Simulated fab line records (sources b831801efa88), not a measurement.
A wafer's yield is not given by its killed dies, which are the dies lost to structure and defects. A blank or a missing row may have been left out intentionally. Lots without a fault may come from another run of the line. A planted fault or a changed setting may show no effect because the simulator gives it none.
8D (eight disciplines) problem report, filled in by code    flow sfq_line    the parts of the form that need people (team, actions taken, sign-off) are left out

== 1. PROBLEM STATEMENT ==
Wafers free of any fault read 0.892 ohm/sq (standard deviation 0.0097) for M0_NB_RS at SFQ_M0_RS_MEAS_904, against a mean of 0.504 ohm/sq on 2 wafers of 2 lots. That puts it -40 standard deviations away from the usual mean.
The step: measures by four-point-probe.
Seen first at day 11 09:40 on film_metro-03, wafer L599.1. Wafers with a number at this step in the record: 42, from 14 lots. Rule for "out", or "out of limits": more than 4 standard deviations from the usual mean. All remaining wafers that have a number are taken as sound.

== 2. WHAT THIS IS AND IS NOT ==
question                     is                            is not
which readings at this step  M0_NB_RS                      -
which lots                   L599, L600                    L588, L590, L593, L597, L598, L603, L605, L607, L608, L609, L610, L611
which wafers of those lots   L599.1, L600.4                L599.2, L599.3, L600.1, L600.5
read on which gauges         film_metro-03, film_metro-04  film_metro-01
when                         from day 11 09:40             up to then (17 sound wafers); but 23 sound wafers of L600, L603, L605, L607, L608, L609, L610, L611 came after

== 3. WHAT RULES OUT EACH SUSPECT ==
Counting: any tool at a process step up to the reading remains a suspect provided it ran every lot that is out. Sound lots after the first of them don't rule it out here, since some wafers of a struck lot are sound.
- the gauge at SFQ_M0_RS_MEAS_904: ruled out. The wafers that are out were read on 2 gauges (film_metro-03, film_metro-04).
- pvd_sputter-06 at SFQ_TRILAYER_M0_DEP_SPUTTER_019 (material Nb, target thk 200 nm, time 133.3 s): kept. It ran every lot that is out, first L599 (day 11 09:35); its last sound lot up to then is L593 (day 9 15:35).
Left after counting: pvd_sputter-06 at SFQ_TRILAYER_M0_DEP_SPUTTER_019.

== 4. THE CAUSE (what the simulator had put in) ==
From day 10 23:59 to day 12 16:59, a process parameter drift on pvd_sputter-06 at SFQ_TRILAYER_M0_DEP_SPUTTER_019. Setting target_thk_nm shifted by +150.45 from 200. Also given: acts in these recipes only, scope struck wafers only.
Only this tool survived the counting.

== 5. SEQUENCE OF EFFECTS, ordered by route ==
Rows list readings where the struck wafers' mean (over those with a number) sits beyond 3 standard deviations from the usual. Readings are gone through only where the record gives a usual standard deviation; hours: the median, over the lots, of the time from a lot's start at the first step in this table giving one to that lot's start at this step; sigmas: the change measured in usual standard deviations.
hours  step                                 reading         usual         on struck wafers  change  sigmas
0      SFQ_M0_RS_MEAS_904                   M0_NB_RS        0.892 ohm/sq  0.504             -0.388  -40
128    SFQ_TRILAYER_M0_ETCH_METAL_ETCH_024  oes_product_au  0.894 a.u.    1.003             +0.109  +14
The process steps in it:
- SFQ_TRILAYER_M0_ETCH_METAL_ETCH_024: etches Nb in Cl2/Ar, stops on SiO2, target depth 240 nm, time 120 s.

== 6. HOW IT WOULD HAVE BEEN CAUGHT EARLIER ==
10 hours passed between the start of the fault at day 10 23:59 and the first reading out of limits at a measuring or inspecting step in this record, taken at day 11 09:40.
An alarm limit of 4 standard deviations would not have fired on the tool readings at SFQ_TRILAYER_M0_DEP_SPUTTER_019 for which the record gives a usual standard deviation, since none of them was out on any struck wafer.
Lots out: 2; of these, L600 started SFQ_TRILAYER_M0_DEP_SPUTTER_019 on pvd_sputter-06 after day 11 09:40. Holding the tool at that time would have saved it.
